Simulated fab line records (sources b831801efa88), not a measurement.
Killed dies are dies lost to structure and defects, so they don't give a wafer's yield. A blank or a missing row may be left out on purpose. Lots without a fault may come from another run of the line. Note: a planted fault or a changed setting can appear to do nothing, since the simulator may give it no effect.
Comparing a struck lot with a sound one ; flow sky130 ; 15 steps out of a route of 708
Sound: wafers L182.1, L182.2, L182.6. Wafers struck: L191.2, L191.4, L191.5. Last of all comes the cause.
Per side, at each step with rows, come the tool, then ch with its chambers, and then its first start. Under that, the readings that differ: sound wafers ; struck wafers ; difference of the means ; sigmas: that difference in standard deviations of wafers without a fault.
alike: words and numbers the same on both sides, and readings whose means are apart by under 2 such deviations; not compared: readings that were withheld, readings missing a value for some wafer, numbers with overlapping values and no deviation given by the record, and bounds like >300 which may hide the same value.
Wherever a step has rows on one side only, a row that says differs or no value, or a row with sigmas, the two part there. Numbers that don't overlap but have no deviation are shown without sigmas and don't part them. A reading missing from all wafers of one side parts the sides only when that side holds two or more wafers.

SKY_LI_CONTACT_THK_MEAS_23: measures by xrf.
  sound: filmMetro-03 at day 29 06:03; struck: filmMetro-03 at day 32 19:41
  alike: LI_CONTACT_W_THK
SKY_LI_CONTACT_CMP_24: polishes, stops on PSG, t overpolish 20 s, target thk 0 nm.
  sound on cmp-02 ch 0,1,3, day 29 06:07; struck on cmp-01 ch 1,3, day 32 19:44
  alike: motorCurrentA, overpolishRunS, timeToEndpointS
SKY_LOCAL_INTERCONNECT_SPUTTER_00: material TiN, target thk 100 nm, time 83.3 s.
  sound: pvdSputter-01 at day 29 06:25; struck: pvdSputter-01 at day 32 20:02
  alike: throttleValvePct
SKY_LOCAL_INTERCONNECT_RS_MEAS_01: a four-point-probe measurement.
  sound: filmMetro-04 at day 29 06:28; struck: filmMetro-03 at day 32 20:08
  alike: LOCAL_INTERCONNECT_TIN_RS
SKY_LOCAL_INTERCONNECT_THK_MEAS_02: measures by xrf.
  sound: filmMetro-04 at day 29 06:35; struck: filmMetro-03 at day 32 20:14
  alike: LOCAL_INTERCONNECT_TIN_THK
then, 7 steps without rows for these wafers: SKY_LOCAL_INTERCONNECT_DEHYDRATE_03 (time 60 s); SKY_LOCAL_INTERCONNECT_HMDS_04 (prime time 60 s); SKY_LOCAL_INTERCONNECT_COAT_05 (resist thk 60 nm); SKY_LOCAL_INTERCONNECT_COAT_06 (resist thk 444 nm); SKY_LOCAL_INTERCONNECT_SOFTBAKE_07 (time 90 s); SKY_LOCAL_INTERCONNECT_EXPOSE_08 (exposes mask LI1M, target cd 170 nm); SKY_LOCAL_INTERCONNECT_PEB_09.
SKY_LOCAL_INTERCONNECT_DEVELOP_10: develop time 60 s.
  sound on lithoTrack-02 ch 0, day 30 09:00; struck on lithoTrack-02 ch 0, day 33 23:00
reading;sound;struck;difference;sigmas
developerTempC (C);20.85 20.91 20.95;20.23 20.08 20.18;-0.74;-8
  alike: exhaustPa
SKY_LOCAL_INTERCONNECT_CD_MEAS_11 targets a cd of 170 nm.
  sound: cdSem-01 at day 30 09:41; struck: cdSem-02 at day 33 23:19
reading;sound;struck;difference;sigmas
cdNm (nm);169.1 168.8 169.6;173.1 172.6 173.3;+3.8;+3
-- here the record skips 15 days between the struck wafers' starts before and after, leaving off in module LOCAL_INTERCONNECT and picking up in module PAD_OPEN (first step shown: number 708 of the route) --
SKY_PAD_OPEN_PROBE_99:
  sound: prober-01 at day 45 21:10; struck: prober-01 at day 48 14:34
  alike: killed_at_M0_to_M3, killed_at_M4_up, killedAtContacts, killedAtFrontEnd, killedAtOther, killedDies, killedOpen, killedShort

## WHERE THEY PART
At SKY_LOCAL_INTERCONNECT_DEVELOP_10 first; at SKY_LOCAL_INTERCONNECT_CD_MEAS_11 last (within this record only). Later steps at which nothing parts them and some readings are alike: SKY_PAD_OPEN_PROBE_99.

WHY: what had been put in by the simulator
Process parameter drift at SKY_LOCAL_INTERCONNECT_DEVELOP_10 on lithoTrack-02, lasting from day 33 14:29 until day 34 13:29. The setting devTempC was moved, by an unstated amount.
